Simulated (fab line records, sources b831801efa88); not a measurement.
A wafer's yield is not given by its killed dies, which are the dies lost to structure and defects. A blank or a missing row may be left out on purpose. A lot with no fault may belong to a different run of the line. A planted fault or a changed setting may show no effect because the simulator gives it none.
Struck lot and sound lot, side by side | flow gf180mcu | 29 steps out of a route of 602
Sound: wafers L176.3, L176.4, L176.6. Struck: wafer L180.4. (L180.3, L180.6 of the same lot were not struck and are left out.) The cause comes at the end.
Per side, at each step with rows, come the tool, then ch with its chambers, and then its first start. Under that, the readings that differ: sound wafers | struck wafers | difference of the means | sigmas: that difference in standard deviations of wafers without a fault.
alike: same words and numbers on both sides, and readings whose means sit less than 2 such deviations apart. not compared: any withheld reading, any reading some wafer has no value for, any bound like >300 that may hide the same value, and any number with overlapping values for which the record gives no deviation.
The two part at a step that has a row with sigmas, a row that says differs or no value, or rows on one side only. When numbers do not overlap yet have no deviation, they are printed without sigmas and do not part them. A reading that every wafer of one side lacks parts them only if that side has two wafers or more.

first, 3 steps without rows for these wafers: GF_PSD_EXPOSE_04 (exposes mask Pplus, target cd 400 nm); GF_PSD_PEB_05; GF_PSD_DEVELOP_06 (develop time 61.02 s).
GF_PSD_CD_MEAS_07: the cd target is 400 nm.
  struck on cd_sem-01, day 18 01:02; sound on cd_sem-01, day 16 11:33
  alike: cd_nm
GF_PSD_OVL_MEAS_08:
  struck on overlay-01, day 18 01:08; sound on overlay-01, day 16 11:38
  alike: PSD_OVL
after that, 1 step had no rows for these wafers: GF_PSD_IMPLANT_09.
GF_PSD_STRIP_10: strips in O2/N2.
  sound on plasma_asher-02 ch 0,1, day 16 11:51; struck on plasma_asher-02 ch 0, day 18 01:20
  reading               | sound             | struck | difference | sigmas
  oes_product_au (a.u.) | 0.596 0.592 0.595 | 0.582  | -0.012     | -3
  alike: drypump_motor_current_A, heater_power_w, strip_time_to_endpoint_s
  not compared: rf_hours_counter_h
GF_PSD_TW_MEAS_11:
  struck on film_metro-01, day 18 01:26; sound on film_metro-01, day 16 11:56
  alike: PSD_TW
then, 1 step without rows for these wafers: GF_PSD_CLEAN_12 (cleans in SC1/SC2, time 150 s).
GF_PSD_RTA_13: time 20 s.
  sound on rtp_anneal-02 ch 0, day 16 12:04; struck on rtp_anneal-01 ch 0, day 18 01:33
  reading            | sound          | struck | difference | sigmas
  lamp_power_pct (%) | 36.8 36.8 36.8 | 31.3   | -5.5       | -2
  alike: wafer_temp_C_max
GF_PSD_RS_MEAS_14: measures by four-point-probe.
  struck on film_metro-02, day 18 01:38; sound on film_metro-02, day 16 12:09
  reading         | sound             | struck | difference | sigmas
  NSD_RS (ohm/sq) | 46.21 46.23 46.18 | 45.89  | -0.32      | -4
GF_PSD_RS_MEAS_15: measures by four-point-probe.
  struck on film_metro-02, day 18 01:46; sound on film_metro-02, day 16 12:16
  reading         | sound             | struck | difference | sigmas
  PSD_RS (ohm/sq) | 108.9 108.9 108.9 | 108.3  | -0.6       | -2
GF_SAB_CVD_00: deposits SiO2 from TEOS, target thk 50 nm, time 4.9302 s.
  sound on pecvd-03 ch 0,1,2, day 16 12:21; struck on pecvd-03 ch 0, day 18 01:50
  reading                              | sound             | struck | difference | sigmas
  model.SiO2_of_SAB_CVD_00.thk_nm (nm) | 50.26 49.54 50.15 | 56.52  | +6.54      |
  alike: heater_power_w
GF_SAB_THK_MEAS_01:
  struck on film_metro-03, day 18 02:07; sound on film_metro-03, day 16 12:23
  reading             | sound          | struck | difference | sigmas
  SAB_CVD_00_THK (nm) | 50.2 49.5 50.2 | 56.5   | +6.5       | +8
  not compared: hold
then, 6 steps without rows for these wafers: GF_SAB_HMDS_03 (prime time 60 s); GF_SAB_COAT_04 (resist thk 1000 nm); GF_SAB_SOFTBAKE_05 (time 60 s); GF_SAB_EXPOSE_06 (exposes mask SAB, target cd 420 nm); GF_SAB_PEB_07; GF_SAB_DEVELOP_08 (develop time 60 s).
GF_SAB_CD_MEAS_09: the cd target is 420 nm.
  struck on cd_sem-02, day 19 03:25; sound on cd_sem-02, day 17 12:25
  alike: cd_nm
GF_SAB_OVL_MEAS_10:
  struck on overlay-02, day 19 03:30; sound on overlay-01, day 17 12:30
  alike: SAB_OVL
GF_SAB_ETCH_11: etches SiO2 in C4F8/O2/Ar, target depth 55 nm, time 8.5 s.
  sound on rie_diel-01 ch 1,2, day 17 12:32; struck on rie_diel-02 ch 3, day 19 03:32
  reading                | sound | struck | difference                   | sigmas
  rf_hours_counter_h (h) | - - - | 4      | no value on the sound wafers |
  alike: oes_product_au
then, 1 step without rows for these wafers: GF_SAB_WET_ETCH_12 (etches SiO2 in dHF, target depth 22 nm, time 440 s).
GF_SAB_STRIP_13: strips in O2/N2.
  sound on plasma_asher-04 ch 0,1, day 17 12:44; struck on plasma_asher-02 ch 1, day 19 03:43
  alike: drypump_motor_current_A, heater_power_w, oes_product_au, strip_time_to_endpoint_s
  not compared: rf_hours_counter_h
then, 1 step without rows for these wafers: GF_SALICIDE_CLEAN_00 (cleans in SC1/SC2, time 150 s).
GF_SALICIDE_WET_ETCH_01: etches SiO2 in dHF, target depth 5 nm, time 100 s.
  sound on wet_bench-02 ch 3, day 17 12:51; struck on wet_bench-02 ch 3, day 19 03:50
  reading                              | sound             | struck | difference | sigmas
  model.SiO2_of_SAB_CVD_00.thk_nm (nm) | 39.34 38.63 39.22 | 45.77  | +6.71      |
GF_SALICIDE_SPUTTER_02: material Co, target thk 10 nm, time 20 s.
  struck on pvd_sputter-03, day 19 03:52; sound on pvd_sputter-01, day 17 12:53
  alike: throttle_valve_pct
GF_PASSIVATION_PROBE_99:
  rows exist in the record for the sound wafers here (prober-01, day 31 19:40), none for the struck ones

== WHERE THEY PART ==
Last at GF_PASSIVATION_PROBE_99 as far as this record goes, first at GF_PSD_STRIP_10.

WHY: whatever the simulator had introduced
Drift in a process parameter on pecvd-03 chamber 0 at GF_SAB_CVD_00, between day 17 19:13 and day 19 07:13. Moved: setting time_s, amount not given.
